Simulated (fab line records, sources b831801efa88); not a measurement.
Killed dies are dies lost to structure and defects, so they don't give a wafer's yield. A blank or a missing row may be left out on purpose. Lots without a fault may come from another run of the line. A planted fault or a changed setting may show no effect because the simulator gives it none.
Which tool did it? | flow sky130 | 6 lots, 18 wafers sampled, at 1 step of a route of 708

WHAT THE GAUGES READ, wafer by wafer
SKY_VIA3_RS_MEAS_22: measures by four-point-probe.
lot  | measured     | on            | VIA3_W_RS (ohm/sq)
L261 | day 40 00:29 | film_metro-01 | 0.291 0.297 0.299
L263 | day 40 16:55 | film_metro-04 | 0.285 0.301 0.286
L265 | day 41 08:03 | film_metro-01 | 0.292 0.290 0.294
L268 | day 42 03:41 | film_metro-02 | 0.288 0.302 0.288
L278 | day 44 21:31 | film_metro-01 | 0.304 0.290 0.292
L281 | day 45 11:01 | film_metro-04 | 0.285 0.286 0.298

WHICH TOOL RAN EACH LOT (tool, then ch and the chambers of the sampled wafers, then the start)
The record holds no process step before these readings.

THE ANSWER, worked out from the rows above alone
Rule: what is usual is taken from the lots themselves. Put in order of their means at a reading, lots are off if they are a third of the lots or fewer, leave a main group of 4 or more, and stand apart from it by a gap of 3 or more times the standard deviation of the main group's means; of several such gaps the widest counts. A main group whose means are all the same, to the digits that the tables above print for the reading, isn't used. A lot without any number at a reading at which 4 lots or more have one is off too. The other lots that the step has rows for count as sound.
No lot is off at any reading shown: from this, nothing can be told.

WHAT THE SIMULATOR HAD PUT IN
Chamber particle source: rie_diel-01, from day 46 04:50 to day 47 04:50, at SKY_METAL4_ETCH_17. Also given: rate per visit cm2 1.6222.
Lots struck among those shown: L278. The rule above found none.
